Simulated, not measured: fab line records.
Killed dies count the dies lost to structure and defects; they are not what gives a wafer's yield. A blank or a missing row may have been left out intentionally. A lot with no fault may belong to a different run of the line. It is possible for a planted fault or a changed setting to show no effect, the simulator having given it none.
Split-lot study || flow sky130 || 23 wafers read from 5 lots, route of 708 steps

## THE SPLIT
At SKY_VT_ADJUST_NCORE_IMPLANT_09, the setting dose_cm2 was moved away from the recipe's 2.4e+12 on 9 of the 23 wafers read, by -7.2% to -2.1%. The other wafers ran this setting at the recipe's value.

## SPLIT TO READING: what lies between them in the file, 1 step
- SKY_VT_ADJUST_NCORE_STRIP_10: strips in O2/N2

## THE READING
VT_ADJUST_NCORE_TW, at SKY_VT_ADJUST_NCORE_TW_MEAS_11. Typical for fault-free wafers on this fab line: 220.8, with standard deviation 1.4.

{"wafer": "L074.1", "tool, chamber at the split": "implanter-02, 0", "dose_cm2 as run": 2.4e+12, "against the recipe": "recipe", "VT_ADJUST_NCORE_TW": 220.9, "against lot-mates on the recipe": "-"}
{"wafer": "L074.2", "tool, chamber at the split": "implanter-02, 0", "dose_cm2 as run": 2.4e+12, "against the recipe": "recipe", "VT_ADJUST_NCORE_TW": 220.5, "against lot-mates on the recipe": "-"}
{"wafer": "L074.3", "tool, chamber at the split": "implanter-02, 0", "dose_cm2 as run": 2.4e+12, "against the recipe": "recipe", "VT_ADJUST_NCORE_TW": 221.5, "against lot-mates on the recipe": "-"}
{"wafer": "L074.4", "tool, chamber at the split": "implanter-02, 0", "dose_cm2 as run": 2.4e+12, "against the recipe": "recipe", "VT_ADJUST_NCORE_TW": 220.2, "against lot-mates on the recipe": "-"}
{"wafer": "L074.6", "tool, chamber at the split": "implanter-02, 0", "dose_cm2 as run": 2.4e+12, "against the recipe": "recipe", "VT_ADJUST_NCORE_TW": 220.3, "against lot-mates on the recipe": "-"}
{"wafer": "L078.1", "tool, chamber at the split": "implanter-02, 0", "dose_cm2 as run": 2.4e+12, "against the recipe": "recipe", "VT_ADJUST_NCORE_TW": 220.9, "against lot-mates on the recipe": "-"}
{"wafer": "L078.2", "tool, chamber at the split": "implanter-02, 0", "dose_cm2 as run": 2.349e+12, "against the recipe": "-2.1%", "VT_ADJUST_NCORE_TW": 220.6, "against lot-mates on the recipe": -0.2}
{"wafer": "L078.4", "tool, chamber at the split": "implanter-02, 0", "dose_cm2 as run": 2.349e+12, "against the recipe": "-2.1%", "VT_ADJUST_NCORE_TW": 220.0, "against lot-mates on the recipe": -0.8}
{"wafer": "L078.5", "tool, chamber at the split": "implanter-02, 0", "dose_cm2 as run": 2.4e+12, "against the recipe": "recipe", "VT_ADJUST_NCORE_TW": 220.7, "against lot-mates on the recipe": "-"}
{"wafer": "L078.6", "tool, chamber at the split": "implanter-02, 0", "dose_cm2 as run": 2.349e+12, "against the recipe": "-2.1%", "VT_ADJUST_NCORE_TW": 221.6, "against lot-mates on the recipe": "+0.8"}
{"wafer": "L081.2", "tool, chamber at the split": "implanter-02, 0", "dose_cm2 as run": 2.4e+12, "against the recipe": "recipe", "VT_ADJUST_NCORE_TW": 220.8, "against lot-mates on the recipe": "-"}
{"wafer": "L081.3", "tool, chamber at the split": "implanter-02, 0", "dose_cm2 as run": 2.4e+12, "against the recipe": "recipe", "VT_ADJUST_NCORE_TW": 219.4, "against lot-mates on the recipe": "-"}
{"wafer": "L081.6", "tool, chamber at the split": "implanter-02, 0", "dose_cm2 as run": 2.4e+12, "against the recipe": "recipe", "VT_ADJUST_NCORE_TW": 220.1, "against lot-mates on the recipe": "-"}
{"wafer": "L083.1", "tool, chamber at the split": "implanter-04, 0", "dose_cm2 as run": 2.276e+12, "against the recipe": "-5.2%", "VT_ADJUST_NCORE_TW": 218.6, "against lot-mates on the recipe": -1.5}
{"wafer": "L083.2", "tool, chamber at the split": "implanter-04, 0", "dose_cm2 as run": 2.4e+12, "against the recipe": "recipe", "VT_ADJUST_NCORE_TW": 220.3, "against lot-mates on the recipe": "-"}
{"wafer": "L083.4", "tool, chamber at the split": "implanter-04, 0", "dose_cm2 as run": 2.4e+12, "against the recipe": "recipe", "VT_ADJUST_NCORE_TW": 219.9, "against lot-mates on the recipe": "-"}
{"wafer": "L083.5", "tool, chamber at the split": "implanter-04, 0", "dose_cm2 as run": 2.276e+12, "against the recipe": "-5.2%", "VT_ADJUST_NCORE_TW": 216.5, "against lot-mates on the recipe": -3.6}
{"wafer": "L083.6", "tool, chamber at the split": "implanter-04, 0", "dose_cm2 as run": 2.276e+12, "against the recipe": "-5.2%", "VT_ADJUST_NCORE_TW": 216.6, "against lot-mates on the recipe": -3.5}
{"wafer": "L085.1", "tool, chamber at the split": "implanter-01, 0", "dose_cm2 as run": 2.228e+12, "against the recipe": "-7.2%", "VT_ADJUST_NCORE_TW": 215.9, "against lot-mates on the recipe": -4.7}
{"wafer": "L085.2", "tool, chamber at the split": "implanter-01, 0", "dose_cm2 as run": 2.4e+12, "against the recipe": "recipe", "VT_ADJUST_NCORE_TW": 220.6, "against lot-mates on the recipe": "-"}
{"wafer": "L085.3", "tool, chamber at the split": "implanter-01, 0", "dose_cm2 as run": 2.228e+12, "against the recipe": "-7.2%", "VT_ADJUST_NCORE_TW": 216.2, "against lot-mates on the recipe": -4.4}
{"wafer": "L085.4", "tool, chamber at the split": "implanter-01, 0", "dose_cm2 as run": 2.228e+12, "against the recipe": "-7.2%", "VT_ADJUST_NCORE_TW": 215.6, "against lot-mates on the recipe": -5.0}
{"wafer": "L085.6", "tool, chamber at the split": "implanter-01, 0", "dose_cm2 as run": 2.4e+12, "against the recipe": "recipe", "VT_ADJUST_NCORE_TW": 220.5, "against lot-mates on the recipe": "-"}

THE FIT
A straight line over all 23 wafers: VT_ADJUST_NCORE_TW changes by +0.627 for each +1% of dose_cm2; r = +0.91; the points scatter about the line by 0.83.
The same after taking each lot's own level away (the mean of its wafers on the recipe; 23 wafers): +0.614 for each +1%; r = +0.92; scatter 0.72.
On that fit, the largest move of dose_cm2 shifts the reading by 4.4.
Measured against the standard deviation above, the lots' own levels, which go from 220.10 to 220.80, span 0.5 times it.
The two slopes are in agreement: the lot-to-lot level therefore moves the slope only a little.
Check: for one of the wafers moved furthest among these (-7.2%), held out of the fit, the line's prediction against its lot-mates is -4.12. Against them it came out at -4.65.

## ADDITIONAL SPLITS CARRIED BY THESE WAFERS
Note: prior to the reading, these wafers also went through further splits. Each is held against what the fit with the lots' levels taken away leaves over:
{"other split on the same wafers": "SKY_FIELD_ISO_OXIDATION_01 ox_time_s", "wafers away from the commonest value": 15, "r with VT_ADJUST_NCORE_TW (lot level and that fit taken away)": "+0.10"}
{"other split on the same wafers": "SKY_FIELD_ISO_WET_ETCH_30 time_s", "wafers away from the commonest value": 15, "r with VT_ADJUST_NCORE_TW (lot level and that fit taken away)": "+0.44"}
{"other split on the same wafers": "SKY_DNWELL_COAT_02 resist_thk_nm", "wafers away from the commonest value": 7, "r with VT_ADJUST_NCORE_TW (lot level and that fit taken away)": -0.23}
{"other split on the same wafers": "SKY_NWELL_IMPLANT_13 energy_kev", "wafers away from the commonest value": 7, "r with VT_ADJUST_NCORE_TW (lot level and that fit taken away)": -0.41}
{"other split on the same wafers": "SKY_VT_ADJUST_HVTP_DEVELOP_06 develop_time_s", "wafers away from the commonest value": 4, "r with VT_ADJUST_NCORE_TW (lot level and that fit taken away)": "+0.00"}
{"other split on the same wafers": "SKY_VT_ADJUST_HVTP_STRIP_10 pressure_mtorr", "wafers away from the commonest value": 18, "r with VT_ADJUST_NCORE_TW (lot level and that fit taken away)": -0.31}
{"other split on the same wafers": "SKY_VT_ADJUST_LVTN_IMPLANT_19 dose_cm2", "wafers away from the commonest value": 6, "r with VT_ADJUST_NCORE_TW (lot level and that fit taken away)": "+0.15"}

## FILE'S OWN FIT
VT_ADJUST_NCORE_TW changes by +0.588 for each +1% of dose_cm2, r = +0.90.
